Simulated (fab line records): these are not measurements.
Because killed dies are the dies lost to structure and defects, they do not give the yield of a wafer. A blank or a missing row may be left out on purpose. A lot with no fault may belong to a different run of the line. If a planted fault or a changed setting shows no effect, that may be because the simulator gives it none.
The tool behind it: which one? ; flow gf180mcu ; Sampling: 14 lots, 42 wafers, 4 of 602 route steps

WHAT THE GAUGES SHOWED, per wafer
GF_HV_LDD_CD_MEAS_31: target cd 400 nm. Usual: cd nm at 399.9 nm, with a standard deviation of 2.1.
lot;measured;on;cd nm (nm);flag
L735;day 12 05:16;cd sem-02;400.6 398.1 397.8;
L736;day 12 08:13;cd sem-02;396.4 396.9 395.3;
L737;day 12 18:33;cd sem-01;399.8 401.8 403.0;
L739;day 13 07:55;cd sem-01;400.6 401.6 401.6;
L743;day 14 14:13;cd sem-01;401.0 401.9 402.3;
L745;day 15 04:58;cd sem-01;400.3 398.9 400.3;
L746;day 15 10:28;cd sem-01;397.2 397.4 397.8;
L748;day 16 02:37;cd sem-02;398.7 401.3 401.2;
L749;day 16 08:44;cd sem-01;403.0 404.6 403.0;
L750;day 16 16:08;cd sem-01;402.5 400.5 400.3;
L754;day 18 01:25;cd sem-01;399.1 399.6 399.8;
L755;day 18 08:13;cd sem-01;397.9 400.0 397.3;
L756;day 18 16:05;cd sem-02;399.5 401.3 399.5;
L757;day 19 01:52;cd sem-01;397.3 398.6 397.2;

GF_NSD_OVL_MEAS_08. Usual: NSD_OVL typically reads 0.9 nm, with standard deviation 1.3.
lot;measured;on;NSD_OVL (nm);flag
L735;day 14 00:57;overlay-01;2.0 1.4 1.2;
L736;day 14 04:07;overlay-02;0.3 1.9 1.9;
L737;day 14 14:45;overlay-01;1.1 0.7 1.3;
L739;day 15 05:32;overlay-02;3.0 2.8 1.9;
L743;day 16 13:34;overlay-02;-0.7 -1.2 -1.1;
L745;day 17 05:56;overlay-01;1.0 0.9 -0.3;
L746;day 17 10:48;overlay-02;1.5 -1.7 0.0;
L748;day 18 04:23;overlay-02;3.1 1.8 -0.1;
L749;day 18 10:47;overlay-01;-0.5 0.1 1.4;
L750;day 18 18:30;overlay-01;0.0 0.2 -1.0;
L754;day 20 05:39;overlay-01;1.9 2.4 2.6;
L755;day 20 12:39;overlay-01;1.2 2.7 2.4;
L756;day 20 19:50;overlay-01;-0.4 -1.7 -0.2;
L757;day 21 05:41;overlay-02;0.5 2.0 1.3;

GF_SAB_THK_MEAS_01. Usual: SAB_CVD_00_THK typically reads 50.3 nm, with standard deviation 0.75.
lot;measured;on;SAB_CVD_00_THK (nm);flag
L735;day 14 23:24;film metro-02;50.5 50.1 50.7;
L736;day 15 02:17;film metro-03;50.0 49.5 50.5;
L737;day 15 13:26;film metro-02;50.0 50.7 51.5;
L739;day 16 04:42;film metro-03;50.5 51.1 51.5;
L743;day 17 13:26;film metro-03;49.8 50.5 49.7;
L745;day 18 06:25;film metro-02;49.2 49.9 50.8;
L746;day 18 11:13;film metro-03;34.7 34.7 34.8;OFF
L748;day 19 05:01;film metro-02;49.0 50.9 49.8;
L749;day 19 12:12;film metro-02;35.3 36.6 35.5;OFF
L750;day 19 20:40;film metro-04;48.8 49.7 50.6;
L754;day 21 06:28;film metro-04;50.6 49.8 49.7;
L755;day 21 13:34;film metro-04;49.0 49.5 50.0;
L756;day 21 20:47;film metro-04;50.3 50.5 51.2;
L757;day 22 06:25;film metro-04;50.2 50.0 50.7;

TOOL THAT RAN EACH LOT (tool first, then ch and the chambers of the sampled wafers, then the start)
lot;GF_SAB_CVD_00
L735;pecvd-02 ch 0,1,2, day 14 23:23
L736;pecvd-03 ch 1,2, day 15 02:16
L737;pecvd-02 ch 1,2, day 15 13:25
L739;pecvd-02 ch 0,1, day 16 04:40
L743;pecvd-02 ch 0,1,2, day 17 13:25
L745;pecvd-04 ch 0,1,2, day 18 06:23
L746;pecvd-04 ch 0,1,2, day 18 11:12
L748;pecvd-02 ch 0,2, day 19 04:58
L749;pecvd-04 ch 1,2, day 19 12:10
L750;pecvd-02 ch 0,1,2, day 19 20:39
L754;pecvd-02 ch 0,1,2, day 21 06:25
L755;pecvd-02 ch 0,2, day 21 13:32
L756;pecvd-04 ch 0,2, day 21 20:46
L757;pecvd-03 ch 0,2, day 22 06:23
- GF_SAB_CVD_00: deposits SiO2 from TEOS, target thk 50 nm, time 4.9302 s.

WHAT THE TOOLS THEMSELVES READ (means of the sampled wafers that have a number; where no wafer has one, the mark that the record gives instead)
GF_SAB_CVD_00. Usual: heater power w 689 W, standard deviation 87; susceptor temp C 399.97 C, standard deviation 0.2.
lot;tool;heater power w (W);susceptor temp C (C);flag
L735;pecvd-02;719;400.02;
L736;pecvd-03;635;399.74;
L737;pecvd-02;701;400.15;
L739;pecvd-02;696;399.88;
L743;pecvd-02;686;399.94;
L745;pecvd-04;628;399.95;
L746;pecvd-04;646;399.94;
L748;pecvd-02;718;399.89;
L749;pecvd-04;649;400.17;
L750;pecvd-02;677;399.90;
L754;pecvd-02;701;399.96;
L755;pecvd-02;661;400.03;
L756;pecvd-04;586;400.04;
L757;pecvd-03;649;400.11;

THE ANSWER, worked out from the rows above alone
Rule: take the mean of a lot's wafers that have a number; if it is more than 3 standard deviations from the usual mean, the lot is off. Also off: a lot with no number at a reading for which 4 or more lots have one. Where the step has rows for the other lots, those lots are counted as sound. The gauges are gone through in route order, then the tools' own readings, and for those a lot's mean is taken as printed above. The first step at which some lot is off is used, and at that step the reading that is off furthest; a lot without a number counts as furthest.
Off: at GF_SAB_THK_MEAS_01 (SAB_CVD_00_THK), L746, L749.
If a tool, at a process step before that reading, ran all the lots that are off and no sound lot after the first of them, it fits. The gauges at GF_SAB_THK_MEAS_01 are tried like those tools. Not one of the candidates tried fits.

WHAT THE SIMULATOR HAD INSERTED
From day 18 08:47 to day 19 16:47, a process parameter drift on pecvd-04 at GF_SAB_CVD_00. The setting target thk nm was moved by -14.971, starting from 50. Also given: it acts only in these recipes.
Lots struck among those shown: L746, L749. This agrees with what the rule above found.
